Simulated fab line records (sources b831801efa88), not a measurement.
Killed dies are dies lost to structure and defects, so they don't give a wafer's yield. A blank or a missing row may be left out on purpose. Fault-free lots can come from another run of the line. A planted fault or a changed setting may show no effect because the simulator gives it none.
Chamber matching :: flow sfq-line :: cmp-01 running SFQ_TRILAYER_I1_CMP_CMP_046: 4 sister chambers
The step polishes SiO2. 14 wafers are shown with their chamber, then 7 later ones without.

WAFERS, EACH WITH ITS CHAMBER
wafer: L793.1
chamber: 0
motor-current-A (A): 8.3
time-to-endpoint-s (s): 212

wafer: L793.5
chamber: 3
motor-current-A (A): 12.5
time-to-endpoint-s (s): 227

wafer: L793.6
chamber: 2
motor-current-A (A): 7.8
time-to-endpoint-s (s): 219

wafer: L794.1
chamber: 1
motor-current-A (A): 10.5
time-to-endpoint-s (s): 216

wafer: L794.3
chamber: 2
motor-current-A (A): 7.9
time-to-endpoint-s (s): 212

wafer: L794.4
chamber: 0
motor-current-A (A): 8.5
time-to-endpoint-s (s): 213

wafer: L796.2
chamber: 2
motor-current-A (A): 8.6
time-to-endpoint-s (s): 210

wafer: L796.5
chamber: 3
motor-current-A (A): 12.6
time-to-endpoint-s (s): 226

wafer: L796.6
chamber: 0
motor-current-A (A): 8.8
time-to-endpoint-s (s): 224

wafer: L803.3
chamber: 0
motor-current-A (A): 8.4
time-to-endpoint-s (s): 206

wafer: L803.4
chamber: 3
motor-current-A (A): 12.4
time-to-endpoint-s (s): 228

wafer: L803.5
chamber: 3
motor-current-A (A): 12.3
time-to-endpoint-s (s): 220

wafer: L808.1
chamber: 2
motor-current-A (A): 8.0
time-to-endpoint-s (s): 213

wafer: L808.3
chamber: 3
motor-current-A (A): 12.6
time-to-endpoint-s (s): 219

SIGNATURES, as means of the wafers listed above
reading: motor-current-A
chamber 0: 8.500
chamber 1: 10.500
chamber 2: 8.075
chamber 3: 12.480
scatter within a chamber: 0.244

reading: time-to-endpoint-s
chamber 0: 213.75
chamber 1: 216.00
chamber 2: 213.50
chamber 3: 224.00
scatter within a chamber: 5.33
Rule: a wafer's distance from a chamber is the root of the sum, over the readings, of the square of ((its reading less the chamber's mean) divided by the reading's scatter). If the next closest chamber is less than 2 further off than the closest, the wafer can't be placed; otherwise it belongs to the closest. The scatter: take each reading less its chamber's mean, square it, sum over the shown wafers, divide by the number of wafers less the number of chambers, and take the root.

WAFERS MISSING THEIR CHAMBER
wafer: L808.6
motor-current-A (A): 9.7
time-to-endpoint-s (s): 220

wafer: L815.1
motor-current-A (A): 9.8
time-to-endpoint-s (s): 214

wafer: L815.3
motor-current-A (A): 12.9
time-to-endpoint-s (s): 218

wafer: L815.6
motor-current-A (A): 9.9
time-to-endpoint-s (s): 211

wafer: L816.2
motor-current-A (A): 10.0
time-to-endpoint-s (s): 221

wafer: L816.5
motor-current-A (A): 10.1
time-to-endpoint-s (s): 221

wafer: L816.6
motor-current-A (A): 8.3
time-to-endpoint-s (s): 222

CHAMBER TAKEN BY EACH
wafer: L808.6
from the rows above: can't be placed: 1 or 0
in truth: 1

wafer: L815.1
from the rows above: 1
in truth: 1

wafer: L815.3
from the rows above: 3
in truth: 3

wafer: L815.6
from the rows above: 1
in truth: 1

wafer: L816.2
from the rows above: 1
in truth: 1

wafer: L816.5
from the rows above: 1
in truth: 1

wafer: L816.6
from the rows above: can't be placed: 0 or 2
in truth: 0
Correct placement for 5 of the 7. From these rows, 2 cannot be placed; in 2 the true chamber is one of the candidates. 0 placed wrongly.
